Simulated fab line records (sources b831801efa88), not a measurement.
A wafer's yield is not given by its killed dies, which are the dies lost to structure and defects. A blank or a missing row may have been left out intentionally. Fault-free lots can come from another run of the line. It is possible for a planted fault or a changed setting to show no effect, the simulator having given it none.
Code-filled problem report in 8D (eight disciplines) form -- flow gf180mcu -- the parts of the form that need people (team, actions taken, sign-off) are left out

## 1. WHAT IS WRONG
MVPSD_TW at GF_MVPSD_TW_MEAS_11 reads a mean of 609 on 9 wafers of 3 lots; wafers without a fault read 552 with a standard deviation of 3.6. Relative to the usual mean, that is a shift of +16 standard deviations.
Earliest sighting: wafer L544.2 on film metro-02 at day 9 06:24. The record holds 42 wafers of 14 lots with a number at this step. Rule for "out" (also "out of limits"): further than 4 standard deviations from the usual mean. All remaining wafers that have a number are taken as sound.

## 2. WHAT IT IS AND WHAT IT IS NOT
question,is,is not
which readings at this step,MVPSD_TW,-
which lots,"L544, L546, L547","L527, L528, L529, L530, L531, L532, L533, L536, L541, L542, L550"
which wafers of those lots,all that have a number,-
read on which gauges,"film metro-02, film metro-04",film metro-01
when,from day 9 06:24,up to then (30 sound wafers); but 3 sound wafers of L550 came after

## 3. WHAT RULES OUT EACH SUSPECT
Counting: a tool at a process step up to the reading stays a suspect if it ran every lot that is out and no sound lot after the first of them.
- the gauge at GF_MVPSD_TW_MEAS_11: ruled out. The wafers that are out were read on 2 gauges (film metro-02, film metro-04).
- implanter-03 at GF_MVPSD_IMPLANT_08: kept. All lots that are out passed through it, beginning with L544 at day 9 06:01, and no sound lot followed; its final sound lot before that point was L533 at day 6 12:40. Its own readings are out on those wafers: tilt deg.
The count leaves implanter-03 at GF_MVPSD_IMPLANT_08.

## 4. THE CAUSE (what the simulator had put in)
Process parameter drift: implanter-03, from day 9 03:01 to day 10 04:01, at GF_MVPSD_IMPLANT_08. Setting tilt deg, moved by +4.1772, from 0. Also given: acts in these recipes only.
Only this tool survived the counting.

## 5. THE EFFECT CHAIN, in route order
Each row: a reading where the mean over the struck wafers with a number is more than 3 standard deviations away from the usual. Scope: only readings with a usual standard deviation given in the record; hours: median across lots of the time from each lot's start at the first step in this table that gives one to its start at this step; sigmas: change in usual standard deviations.
hours,step,reading,usual,on struck wafers,change,sigmas
0,GF_MVPSD_IMPLANT_08,tilt deg,0.003 degrees,4.199,+4.196,+99 or more
0,GF_MVPSD_TW_MEAS_11,MVPSD_TW,552,609,+57,+16
76,GF_VT_IMPLANT_RS_MEAS_49,MVPSD_RS,1168.4 ohm/sq,1345.9,+177.5,+66
It contains these process steps:
- GF_MVPSD_IMPLANT_08
At these later measuring or inspecting steps, every struck wafer for which the step has a row has a number for every such reading, and none has moved that far: GF_HV_LDD_OVL_MEAS_32.

## 6. HOW IT WOULD HAVE BEEN CAUGHT EARLIER
In this record the first reading out of limits at a measuring or inspecting step was taken at day 9 06:24, 3 hours after the fault began at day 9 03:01.
The tool's own readings at GF_MVPSD_IMPLANT_08 were out on every struck wafer that the step has a row for (tilt deg): an alarm limit on them would have fired on the first of those.
Lots out: 3; of these, L546, L547 started GF_MVPSD_IMPLANT_08 on implanter-03 after day 9 06:24. A hold on the tool at that time would have spared those 2.
